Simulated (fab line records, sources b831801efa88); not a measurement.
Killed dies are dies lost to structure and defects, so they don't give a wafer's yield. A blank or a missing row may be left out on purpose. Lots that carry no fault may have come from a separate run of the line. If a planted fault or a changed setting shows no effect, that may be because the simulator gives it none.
Chamber matching    flow gf180mcu    cmp-01 running GF_V3_CMP_04: 4 sister chambers
The step polishes SiO2. 8 wafers are shown with their chamber, then 6 later ones without.

== WAFERS, EACH WITH ITS CHAMBER ==
wafer   chamber  motor-current-A (A)  time-to-endpoint-s (s)
L858.1  0        11.4                 81
L858.2  2        12.7                 83
L858.4  1        12.5                 82
L860.1  3        12.5                 86
L860.2  0        10.0                 83
L860.4  1        13.4                 87
L861.2  3        12.7                 85
L861.3  2        12.8                 82

== WAFERS WITHOUT THEIR CHAMBER ==
wafer   motor-current-A (A)  time-to-endpoint-s (s)
L861.6  10.4                 89
L867.1  12.6                 78
L867.3  11.0                 79
L871.3  12.8                 83
L871.4  12.5                 90
L871.5  12.5                 90

== EACH ONE'S CHAMBER ==
wafer   from the rows above                in truth
L861.6  can't be placed: 0 or 3 or 1 or 2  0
L867.1  can't be placed: 2 or 1 or 0 or 3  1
L867.3  can't be placed: 0 or 2            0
L871.3  can't be placed: 2 or 1 or 3       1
L871.4  can't be placed: 3 or 1 or 2       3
L871.5  can't be placed: 3 or 1 or 2       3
Correctly placed: 0 of 6. Cannot be placed on the basis of these rows: 6; the candidates contain the true chamber in 6. Wrongly placed: 0.
How it was worked out, from the rows above alone: a wafer's distance from a chamber is the root of the sum, over the readings, of the square of ((its reading less the chamber's mean) divided by the reading's scatter). The wafer belongs to the nearest chamber; if the next one is less than 2 further off, it can't be placed. The mean given for a chamber averages the wafers shown for that chamber. The scatter: the root of (the sum of the squares of (reading less its chamber's mean) over the shown wafers, divided by (wafers less chambers)).
